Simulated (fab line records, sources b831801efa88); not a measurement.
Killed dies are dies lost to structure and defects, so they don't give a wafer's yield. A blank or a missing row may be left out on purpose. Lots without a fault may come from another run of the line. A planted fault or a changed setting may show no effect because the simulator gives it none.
Which tool did it? | flow sky130 | 14 lots, 42 wafers sampled, at 2 steps of a route of 708

WHAT THE GAUGES READ, wafer by wafer
SKY_VIA4_THK_MEAS_01. Usual: VIA4_HDPCVD_THK 1744 nm, standard deviation 16.
lot  | measured     | on            | VIA4_HDPCVD_THK (nm) | flag
L291 | day 41 13:01 | film_metro-04 | 1742 1791 1755       |
L292 | day 42 00:11 | film_metro-03 | 1765 1761 1752       |
L293 | day 42 04:56 | film_metro-03 | 1744 1756 1768       |
L294 | day 42 05:35 | film_metro-02 | 1749 1737 1743       |
L295 | day 42 20:04 | film_metro-04 | 1752 1773 1725       |
L297 | day 43 19:53 | film_metro-04 | 1724 1728 1747       |
L298 | day 44 00:33 | film_metro-02 | 1752 1729 1739       |
L299 | day 44 02:19 | film_metro-03 | 1741 1751 1744       |
L301 | day 44 15:19 | film_metro-02 | 1749 1748 1746       |
L302 | day 44 17:24 | film_metro-02 | 1743 1726 1741       |
L307 | day 46 06:16 | film_metro-03 | 1754 1762 1757       |
L311 | day 47 00:04 | film_metro-03 | 1756 2615 1769       | OFF
L312 | day 47 01:37 | film_metro-02 | 1740 2609 1743       | OFF
L314 | day 47 19:51 | film_metro-04 | 1772 1744 1766       |

WHICH TOOL RAN EACH LOT (tool, then ch and the chambers of the sampled wafers, then the start)
lot  | SKY_VIA4_HDPCVD_00
L291 | hdpcvd-01 ch 0,1, day 41 12:49
L292 | hdpcvd-01 ch 0,1,2, day 42 00:01
L293 | hdpcvd-01 ch 2, day 42 04:40
L294 | hdpcvd-02 ch 0,1, day 42 05:19
L295 | hdpcvd-01 ch 0,1,2, day 42 19:57
L297 | hdpcvd-02 ch 0,1, day 43 19:42
L298 | hdpcvd-02 ch 0,1,2, day 44 00:22
L299 | hdpcvd-01 ch 0,2, day 44 02:08
L301 | hdpcvd-01 ch 0,1, day 44 15:08
L302 | hdpcvd-02 ch 0,1,2, day 44 17:13
L307 | hdpcvd-01 ch 0,1, day 46 06:04
L311 | hdpcvd-01 ch 1,2, day 46 23:53
L312 | hdpcvd-01 ch 0,1,2, day 47 01:26
L314 | hdpcvd-02 ch 0,2, day 47 19:40
- SKY_VIA4_HDPCVD_00: deposits SiO2, target thk 1750 nm, time 291.7 s.

WHAT THE TOOLS THEMSELVES READ (means of the sampled wafers that have a number; where no wafer has one, the mark that the record gives instead)
SKY_VIA4_HDPCVD_00. Usual: sih4_flow_sccm 60.00 sccm, standard deviation 0.17.
lot  | tool      | sih4_flow_sccm (sccm) | flag
L291 | hdpcvd-01 | 60.07                 |
L292 | hdpcvd-01 | 60.01                 |
L293 | hdpcvd-01 | 59.94                 |
L294 | hdpcvd-02 | 60.13                 |
L295 | hdpcvd-01 | 60.10                 |
L297 | hdpcvd-02 | 59.89                 |
L298 | hdpcvd-02 | 59.90                 |
L299 | hdpcvd-01 | 59.91                 |
L301 | hdpcvd-01 | 59.99                 |
L302 | hdpcvd-02 | 60.08                 |
L307 | hdpcvd-01 | 60.00                 |
L311 | hdpcvd-01 | 70.15                 | OFF
L312 | hdpcvd-01 | 69.94                 | OFF
L314 | hdpcvd-02 | 60.05                 |

THE ANSWER, worked out from the rows above alone
Rule: a lot is off if the mean of its wafers that have a number lies more than 3 standard deviations from the usual mean. A lot without any number at a reading at which 4 lots or more have one is off too. The other lots that the step has rows for count as sound. The gauges are gone through in route order, then the tools' own readings, and for those a lot's mean is taken as printed above. The first step at which some lot is off is used, and at that step the reading that is off furthest; a lot without a number counts as furthest.
Off: L311, L312, at SKY_VIA4_THK_MEAS_01 (VIA4_HDPCVD_THK).
A tool fits if, at a process step before that reading, it ran every lot that is off, and no sound lot after the first of them. The gauges at SKY_VIA4_THK_MEAS_01 aren't tried: what is off there is off at SKY_VIA4_HDPCVD_00 too, on other tools, and a gauge's error can't cause that. One fits: hdpcvd-01 at SKY_VIA4_HDPCVD_00. Its last sound lot is L307 (day 46 06:04), its first lot that is off L311 (day 46 23:53): a fault that began between those two fits.
The tool's own readings at SKY_VIA4_HDPCVD_00 bear it out: on the lots that are off they differ by more than 5 times the standard deviation of the sound lots' means. sih4_flow_sccm reads 70.05 sccm there against 60.01 sccm on the sound lots.

WHAT THE SIMULATOR HAD PUT IN
Process parameter drift: hdpcvd-01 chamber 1, from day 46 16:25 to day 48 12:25, at SKY_VIA4_HDPCVD_00. Setting sih4_flow_sccm, moved by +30, from 60. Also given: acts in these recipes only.
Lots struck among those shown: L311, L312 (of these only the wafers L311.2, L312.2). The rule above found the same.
